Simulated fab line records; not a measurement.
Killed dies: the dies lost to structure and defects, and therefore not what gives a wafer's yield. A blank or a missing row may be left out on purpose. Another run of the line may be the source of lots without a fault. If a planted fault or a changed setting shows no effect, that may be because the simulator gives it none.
A sampling plan put to the test | flow gf180mcu | 14 faults told of in these records, all on one fab line, each judged by the records of the lots it struck
The plan is the line's own looks: the steps of the route at which a gauge or an inspection reads the wafer and doesn't change it. A look can be judged if struck wafers have a number there and the file gives its usual mean and standard deviation on fault-free wafers. Caught: the struck wafers' mean, at a look after the fault's first step, is 4 or more of those standard deviations (sigma) away from the usual mean. On the tool: the identical test, applied to the tool's own readings at the steps of the fault. A different recipe on the struck wafers counts as caught too, as does a record blank only for those wafers.

== THE FAULTS, as the simulator had put them in ==
1. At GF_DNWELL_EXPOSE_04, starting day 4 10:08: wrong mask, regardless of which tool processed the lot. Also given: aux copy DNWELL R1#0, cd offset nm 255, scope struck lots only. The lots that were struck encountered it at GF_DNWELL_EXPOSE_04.
2. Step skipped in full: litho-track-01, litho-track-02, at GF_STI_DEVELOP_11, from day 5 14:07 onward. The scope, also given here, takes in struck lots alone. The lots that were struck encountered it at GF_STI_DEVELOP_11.
3. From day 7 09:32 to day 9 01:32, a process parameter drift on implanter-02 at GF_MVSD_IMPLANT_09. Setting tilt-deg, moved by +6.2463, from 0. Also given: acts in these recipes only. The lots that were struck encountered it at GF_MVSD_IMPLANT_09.
4. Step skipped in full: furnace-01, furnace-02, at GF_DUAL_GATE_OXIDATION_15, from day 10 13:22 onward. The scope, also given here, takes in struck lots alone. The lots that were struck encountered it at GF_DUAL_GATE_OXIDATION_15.
5. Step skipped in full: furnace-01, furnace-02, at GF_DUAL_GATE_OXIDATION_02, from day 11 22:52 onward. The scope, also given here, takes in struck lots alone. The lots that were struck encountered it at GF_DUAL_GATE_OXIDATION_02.
6. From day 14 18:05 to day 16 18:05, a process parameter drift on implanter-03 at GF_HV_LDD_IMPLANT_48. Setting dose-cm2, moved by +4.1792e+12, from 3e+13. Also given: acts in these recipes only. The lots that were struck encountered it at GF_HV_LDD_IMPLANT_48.
7. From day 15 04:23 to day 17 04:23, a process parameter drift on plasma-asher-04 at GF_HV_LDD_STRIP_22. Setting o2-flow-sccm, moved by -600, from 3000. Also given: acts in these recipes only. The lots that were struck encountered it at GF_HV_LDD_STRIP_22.
8. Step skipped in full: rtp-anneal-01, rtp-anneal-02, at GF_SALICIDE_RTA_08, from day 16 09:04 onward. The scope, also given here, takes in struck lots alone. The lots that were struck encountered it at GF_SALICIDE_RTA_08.
9. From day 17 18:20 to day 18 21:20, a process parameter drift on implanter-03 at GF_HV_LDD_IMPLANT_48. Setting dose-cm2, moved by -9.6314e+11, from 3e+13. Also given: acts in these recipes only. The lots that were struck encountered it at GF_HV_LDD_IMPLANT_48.
10. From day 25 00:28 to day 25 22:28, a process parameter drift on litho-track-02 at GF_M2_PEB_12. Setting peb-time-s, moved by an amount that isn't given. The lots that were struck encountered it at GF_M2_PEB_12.
11. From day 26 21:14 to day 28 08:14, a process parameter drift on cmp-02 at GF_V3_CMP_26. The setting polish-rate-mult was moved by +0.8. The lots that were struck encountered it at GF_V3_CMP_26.
12. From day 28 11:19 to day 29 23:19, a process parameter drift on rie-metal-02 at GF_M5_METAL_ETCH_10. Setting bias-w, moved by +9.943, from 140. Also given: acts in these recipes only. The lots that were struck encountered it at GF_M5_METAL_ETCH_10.
13. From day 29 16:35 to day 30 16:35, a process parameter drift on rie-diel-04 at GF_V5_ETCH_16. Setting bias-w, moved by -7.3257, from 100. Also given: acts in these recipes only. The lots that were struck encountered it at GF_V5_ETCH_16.
14. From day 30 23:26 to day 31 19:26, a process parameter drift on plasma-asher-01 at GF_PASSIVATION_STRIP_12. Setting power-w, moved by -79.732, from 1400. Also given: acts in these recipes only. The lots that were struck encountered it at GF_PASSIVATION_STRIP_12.

== WHAT THE PLAN SAW ==
fault | on the tool itself                               | first look that catches it                      | reading, sigma | median hours from its first step to that look | hours from the fault's start to the first struck lot there | judged looks passed uncaught
1     | no reading that can be judged                    | no look after it can be judged                  | -              | -                                             | -                                                          | 0
2     | the tool's record is blank for the struck wafers | no look after it can be judged                  | -              | -                                             | -                                                          | 0
3     | tilt-deg +99 or beyond sigma                     | none of the 2 looks that can be judged after it | -              | -                                             | -                                                          | 2
4     | the tool's record is blank for the struck wafers | no look after it can be judged                  | -              | -                                             | -                                                          | 0
5     | the tool's record is blank for the struck wafers | no look after it can be judged                  | -              | -                                             | -                                                          | 0
6     | dose-ions-cm2 +99 or beyond sigma                | not the one look that can be judged after it    | -              | -                                             | -                                                          | 1
7     | o2-flow-sccm -66 sigma                           | no look after it can be judged                  | -              | -                                             | -                                                          | 0
8     | the tool's record is blank for the struck wafers | no look after it can be judged                  | -              | -                                             | -                                                          | 0
9     | dose-ions-cm2 -30 sigma                          | no look after it can be judged                  | -              | -                                             | -                                                          | 0
10    | heater-power-total-W +19 sigma                   | no look after it can be judged                  | -              | -                                             | -                                                          | 0
11    | time-to-endpoint-s -10 sigma                     | no look after it can be judged                  | -              | -                                             | -                                                          | 0
12    | bias-w +27 sigma                                 | no look after it can be judged                  | -              | -                                             | -                                                          | 0
13    | bias-w -24 sigma                                 | no look after it can be judged                  | -              | -                                             | -                                                          | 0
14    | oes-product-au -5.5 sigma                        | no look after it can be judged                  | -              | -                                             | -                                                          | 0
A dash: the fault is not caught, or the number is missing from these records.

Caught at a look: 0 of 14. Caught on the tool: 13 of 14. By one or the other: 13 of 14.
Faults 2, 3, 4, 5, 6, 7, 8, 9, 10, 11, 12, 13, 14 were caught on the tool alone.
Caught by neither: fault 1.
